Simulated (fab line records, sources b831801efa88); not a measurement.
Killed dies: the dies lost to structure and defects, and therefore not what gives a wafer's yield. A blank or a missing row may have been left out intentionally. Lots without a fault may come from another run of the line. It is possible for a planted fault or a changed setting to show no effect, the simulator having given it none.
Which of the tools did it? -- flow sky130 -- 14 lots with 42 wafers sampled at 2 steps, on a route of 708 steps

## WHAT THE GAUGES READ, wafer by wafer
SKY_VIA2_THK_MEAS_01. Usual: VIA2_HDPCVD_THK gives 1183 nm (standard deviation 15).
lot,measured,on,VIA2_HDPCVD_THK (nm),flag
L740,day 34 18:12,film_metro-04,1211 1196 1172,
L741,day 35 08:30,film_metro-01,1178 1208 1189,
L742,day 35 19:02,film_metro-01,1170 1179 1189,
L743,day 36 04:33,film_metro-04,1189 1209 1219,
L746,day 37 09:25,film_metro-04,1217 1226 1175,
L747,day 37 17:16,film_metro-01,1161 1175 1191,
L748,day 38 00:27,film_metro-01,1176 1179 1180,
L749,day 38 02:35,film_metro-04,1182 1197 1194,
L751,day 38 17:27,film_metro-02,1182 1159 1165,
L755,day 39 21:16,film_metro-01,1171 1168 1155,
L756,day 40 03:04,film_metro-04,441 446 431,OFF
L757,day 40 13:48,film_metro-02,461 441 447,OFF
L760,day 41 17:29,film_metro-01,1171 1180 1187,
L761,day 41 18:47,film_metro-04,1177 1171 1170,

## WHAT TOOL EACH LOT RAN ON (gives the tool, then ch and the chambers of the sampled wafers, and finally the start)
lot,SKY_VIA2_HDPCVD_00
L740,"hdpcvd-01 ch 0,2, day 34 18:03"
L741,"hdpcvd-01 ch 0,1,2, day 35 08:22"
L742,"hdpcvd-02 ch 0,1,2, day 35 18:55"
L743,"hdpcvd-01 ch 1,2, day 36 04:26"
L746,"hdpcvd-01 ch 0,2, day 37 09:17"
L747,"hdpcvd-02 ch 0,1, day 37 17:07"
L748,"hdpcvd-02 ch 0,1, day 38 00:19"
L749,"hdpcvd-01 ch 0,1, day 38 02:28"
L751,"hdpcvd-02 ch 1,2, day 38 17:19"
L755,"hdpcvd-02 ch 0,1, day 39 21:08"
L756,"hdpcvd-01 ch 0,1,2, day 40 02:55"
L757,"hdpcvd-01 ch 0,2, day 40 13:41"
L760,"hdpcvd-02 ch 0,1,2, day 41 17:21"
L761,"hdpcvd-02 ch 0,1,2, day 41 18:42"
- SKY_VIA2_HDPCVD_00: deposits SiO2, target thk 1180 nm, time 196.7 s.

## WHAT THE TOOLS THEMSELVES READ (means of the sampled wafers that have a number; where no wafer has one, the mark that the record gives instead)
The record holds no such reading with a usual standard deviation.

## THE ANSWER, worked out from the rows above alone
Rule: take the mean of a lot's wafers that have a number; if it is more than 3 standard deviations from the usual mean, the lot is off. A lot without any number at a reading at which 4 lots or more have one is off too. Where the step has rows for the other lots, those lots are counted as sound. Order of review: gauges by route order, followed by the tools' own readings, for which a lot's mean as printed above is used. At the first step where some lot is off, the reading lying furthest off is the one used; lots without a number count as furthest.
Off: L756, L757, seen at SKY_VIA2_THK_MEAS_01 (VIA2_HDPCVD_THK).
If a tool, at a process step before that reading, ran all the lots that are off and no sound lot after the first of them, it fits. Gauges at SKY_VIA2_THK_MEAS_01: tried the same way as those tools. One candidate fits, namely hdpcvd-01 at SKY_VIA2_HDPCVD_00. A fault onset in the window from L749 (day 38 02:28, its last sound lot) to L756 (day 40 02:55, its first lot off) fits.

## WHAT THE SIMULATOR HAD INSERTED
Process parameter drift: hdpcvd-01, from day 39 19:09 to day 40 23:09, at SKY_VIA2_HDPCVD_00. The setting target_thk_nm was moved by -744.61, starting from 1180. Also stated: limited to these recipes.
Lots struck among those shown: L756, L757. Same finding as the rule above.
